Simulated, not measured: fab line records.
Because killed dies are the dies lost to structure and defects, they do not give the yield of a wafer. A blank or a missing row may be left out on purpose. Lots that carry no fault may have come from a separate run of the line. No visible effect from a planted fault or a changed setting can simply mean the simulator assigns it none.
A lot that was struck, set against a sound lot | flow sky130 | 36 steps out of a route of 708
Sound: the wafers L279.1, L279.2, L279.6. Wafers struck: L280.1, L280.2, L280.3. The cause is given at the end.
Each step with rows lists, per side, the tool, then ch with its chambers, then its first start. Under that, the readings that differ: sound wafers | struck wafers | difference of the means | sigmas: that difference in standard deviations of wafers without a fault.
alike: words and numbers the same on both sides, and readings whose means are apart by under 2 such deviations; not compared: readings that were withheld, readings missing a value for some wafer, numbers with overlapping values and no deviation given by the record, and bounds like >300 which may hide the same value.
The two part at a step that has a row with sigmas, a row that says differs or no value, or rows on one side only. Numbers that have no deviation but don't overlap get no sigmas and don't part them. Lack of a reading on every wafer of one side parts them only where that side has two or more wafers.

first, 10 steps without rows for these wafers: SKY_POLY_CUT_ETCH_10 (etches BARC in N2/H2, stops on SiO2, time 45.9 s, target depth 60 nm); SKY_POLY_CUT_ETCH_11 (etches Si3N4 in CF4/CH2F2/Ar, stops on poly-Si, time 42.5 s, target depth 60 nm); SKY_POLY_CUT_STRIP_12 (strips in O2/N2); SKY_SD_P_DEHYDRATE_00 (time 60 s); SKY_SD_P_HMDS_01 (prime time 60 s); SKY_SD_P_COAT_02 (resist thk 1140 nm); SKY_SD_P_SOFTBAKE_03 (time 60 s); SKY_SD_P_EXPOSE_04 (exposes mask PSDM, target cd 380 nm); SKY_SD_P_PEB_05; SKY_SD_P_DEVELOP_06 (develop time 60 s).
SKY_SD_P_IMPLANT_09:
  sound on implanter-02 ch 0, day 28 07:08; struck on implanter-01 ch 0, day 28 11:05
reading          | sound                         | struck                        | difference | sigmas
beamOnS (s)      | 13.4 14.0 13.7                | 11.2 11.3 11.1                | -2.5       | -8
doseIonsCm2      | 2.999e+15 3.009e+15 3.007e+15 | 2.996e+15 2.996e+15 2.999e+15 | -8.000e+12 | -2
faradayCurrentUA | 12251 11669 12054             | 14494 14498 14749             | +2589      | +10
  alike: tiltDeg
SKY_SD_P_STRIP_10: strips in O2/N2.
  sound on plasmaAsher-01 ch 0,1, day 28 07:17; struck on plasmaAsher-01 ch 0,1, day 28 11:14
reading                  | sound             | struck            | difference | sigmas
stripTimeToEndpointS (s) | 17.49 17.47 17.47 | 17.13 17.15 17.16 | -0.33      | -9
  alike: drypumpMotorCurrentA, n2FlowSccm, oesProductAu
  not compared: rfHoursCounterH
SKY_SD_P_TW_MEAS_11:
  struck on filmMetro-02, day 28 11:20; sound on filmMetro-02, day 28 07:23
reading | sound          | struck         | difference | sigmas
SD_P_TW | 2801 2818 2819 | 2686 2713 2711 | -109       | -7
then, 21 steps without rows for these wafers: SKY_RES_XHIGH_DEHYDRATE_00 (time 60 s); SKY_RES_XHIGH_HMDS_01 (prime time 60 s); SKY_RES_XHIGH_COAT_02 (resist thk 1140 nm); SKY_RES_XHIGH_SOFTBAKE_03 (time 60 s); SKY_RES_XHIGH_EXPOSE_04 (exposes mask URPM, target cd 1270 nm); SKY_RES_XHIGH_PEB_05; SKY_RES_XHIGH_DEVELOP_06 (develop time 60 s); SKY_RES_XHIGH_IMPLANT_07; SKY_RES_XHIGH_STRIP_08 (strips in O2/N2); SKY_SD_N_DEHYDRATE_00 (time 60 s); SKY_SD_N_HMDS_01 (prime time 60 s); SKY_SD_N_COAT_02 (resist thk 1140 nm); SKY_SD_N_SOFTBAKE_03 (time 60 s); SKY_SD_N_EXPOSE_04 (exposes mask NSDM, target cd 380 nm); SKY_SD_N_PEB_05; SKY_SD_N_DEVELOP_06 (develop time 60 s); SKY_SD_N_IMPLANT_09; SKY_SD_N_IMPLANT_10; SKY_SD_N_STRIP_11 (strips in O2/N2); SKY_SD_N_CLEAN_13 (cleans in SC1/SC2, time 150 s); SKY_SD_N_RTA_14 (time 2 s).
-- the record jumps here: 2 days lie between the struck wafers' starts before and after --
SKY_SD_N_RS_MEAS_17: uses a four-point probe to measure.
  struck on filmMetro-04, day 30 19:53; sound on filmMetro-04, day 30 16:56
reading          | sound             | struck            | difference | sigmas
SD_P_RS (ohm/sq) | 147.1 147.2 147.0 | 149.9 149.8 150.4 | +2.9       | +7
-- a jump in the record: the struck wafers' starts before and after are 17 days apart (it breaks off in module SD_N and resumes in module PAD_OPEN, where the first step shown is number 708 of the route) --
SKY_PAD_OPEN_PROBE_99:
  struck on prober-02, day 47 22:24; sound on prober-01, day 47 15:57
reading                         | sound             | struck            | difference | sigmas
model.etest.resHighPo.lineOhmUm | 762.4 773.1 767   | 832.7 843 840.5   | +71.2      | 
model.etest.liconHighPo.rcOhm   | 352.4 352.9 348.7 | 434.3 446.5 441.9 | +89.6      | 
model.etest.resPdiff.lineOhmUm  | 1382 1327 1358    | 1424 1437 1445    | +80        | 
model.etest.resHighPo.rsOhmSq   | 258.4 268.8 262.8 | 293.8 296.5 293.8 | +31.4      | 
model.etest.resPdiffHv.rsOhmSq  | 190.3 188 189.4   | 201.4 204.5 204.8 | +14.3      | 
model.etest.resPdiff.rsOhmSq    | 197.3 192.9 194.6 | 206.6 208.9 208.8 | +13.2      | 
  alike: killed_at_M0_to_M3, killed_at_M4_up, killedAtContacts, killedAtFrontEnd, killedAtOther, killedDies, killedOpen, killedShort
  not compared: model.etest.liconPdiff.rcOhm

## WHERE THEY PART
Earliest at SKY_SD_P_IMPLANT_09; latest, in this record, at SKY_SD_N_RS_MEAS_17. Later steps at which nothing parts them and some readings are alike: SKY_PAD_OPEN_PROBE_99.

WHY: the cause the simulator had injected
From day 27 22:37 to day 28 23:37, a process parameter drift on implanter-01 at SKY_SD_P_IMPLANT_09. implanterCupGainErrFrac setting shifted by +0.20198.
